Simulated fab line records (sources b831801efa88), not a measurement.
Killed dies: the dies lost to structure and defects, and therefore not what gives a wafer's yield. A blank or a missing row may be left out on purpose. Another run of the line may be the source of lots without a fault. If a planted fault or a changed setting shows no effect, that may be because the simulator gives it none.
A struck lot beside a sound one    flow gf180mcu    19 steps out of a route of 602
Sound: the wafers L218.2, L218.4, L218.5. Wafers struck: L212.2, L212.3, L212.4. Last of all comes the cause.
For every step that has rows: the tool of each side, followed by ch and its chambers, followed by its first start. Under that, the readings that differ: sound wafers    struck wafers    difference of the means    sigmas: that difference in standard deviations of wafers without a fault.
alike: readings whose means differ by less than 2 such deviations, and words and numbers that are the same on both sides. not compared: withheld readings, readings that some wafer has no value for, bounds like >300 that may hide the same value, and numbers for which the record gives no deviation and whose values overlap.
The two part at a step that has a row with sigmas, a row that says differs or no value, or rows on one side only. Non-overlapping numbers with no deviation appear without sigmas and do not part them. A reading that every wafer of one side lacks parts them only if that side has two wafers or more.

first, 4 steps without rows for these wafers: GF_MIM_SOFTBAKE_15 (time 60 s); GF_MIM_EXPOSE_16 (exposes mask FuseTop, target cd 2000 nm); GF_MIM_PEB_17; GF_MIM_DEVELOP_18 (develop time 60 s).
GF_MIM_METAL_ETCH_19: etches the open film in Cl2/BCl3, stops on Si3N4, target depth 324.5 nm, time 54.1 s.
  sound on rie metal-02 ch 0,1, day 29 04:50; struck on rie metal-03 ch 0,1, day 27 08:18
  alike: drypump motor current A, he backside leak sccm, oes product au, throttle valve pct
  not compared: rf hours counter h
GF_MIM_STRIP_20: strips in O2/N2.
  sound on plasma asher-01 ch 1, day 29 04:54; struck on plasma asher-02 ch 0,1, day 27 08:22
  alike: drypump motor current A, heater power w, n2 flow sccm, oes product au, strip time to endpoint s
  not compared: rf hours counter h
then, 6 steps without rows for these wafers: GF_MIM_STRIP_21 (strips in post etch residue remover, time 1200 s); GF_MIM_CLEAN_22 (cleans in DIW); GF_M5_DEHYDRATE_00 (time 60 s); GF_M5_HMDS_01 (prime time 60 s); GF_M5_COAT_02 (resist thk 1000 nm); GF_M5_SOFTBAKE_03 (time 60 s).
GF_M5_EXPOSE_04: exposes mask Metal5, target cd 280 nm.
  sound on krf scanner-01 ch 0, day 29 15:08; struck on krf scanner-02 ch 0, day 27 19:01
reading                     sound                 struck             difference  sigmas
model.M5.overlay x nm (nm)  -1.145 -1.145 -1.145  59.25 59.25 59.25  +60.40      
  alike: mask
then, 2 steps without rows for these wafers: GF_M5_PEB_05 (peb time 90 s); GF_M5_DEVELOP_06 (develop time 60 s).
GF_M5_CD_MEAS_07: target cd 280 nm.
  sound on cd sem-01, day 30 00:23; struck on cd sem-01, day 28 04:43
  alike: cd nm
GF_M5_OVL_MEAS_08:
  sound on overlay-01, day 30 00:29; struck on overlay-02, day 28 04:49
reading      sound    struck    difference  sigmas
M5_OVL (nm)  -10 0 1  63 56 60  +63         +14
GF_M5_ETCH_09: etches Si3N4 in CF4/O2, target depth 52 nm, time 11.6 s.
  sound on rie diel-03 ch 0,3, day 30 00:31; struck on rie diel-03 ch 0,1,3, day 28 04:51
  alike: drypump motor current A, oes product au, throttle valve pct
  not compared: rf hours counter h
-- the record jumps here: 3 days lie between the struck wafers' starts before and after (it left off in module M5 and takes up again in module PASSIVATION, whose first step shown is number 602 of the route) --
GF_PASSIVATION_PROBE_99:
  rows exist in the record for the struck wafers here (prober-01, day 30 20:08), but not for the sound ones

== WHERE THEY PART ==
Earliest at GF_M5_OVL_MEAS_08; latest, in this record, at GF_PASSIVATION_PROBE_99.

WHY: whatever the simulator had introduced
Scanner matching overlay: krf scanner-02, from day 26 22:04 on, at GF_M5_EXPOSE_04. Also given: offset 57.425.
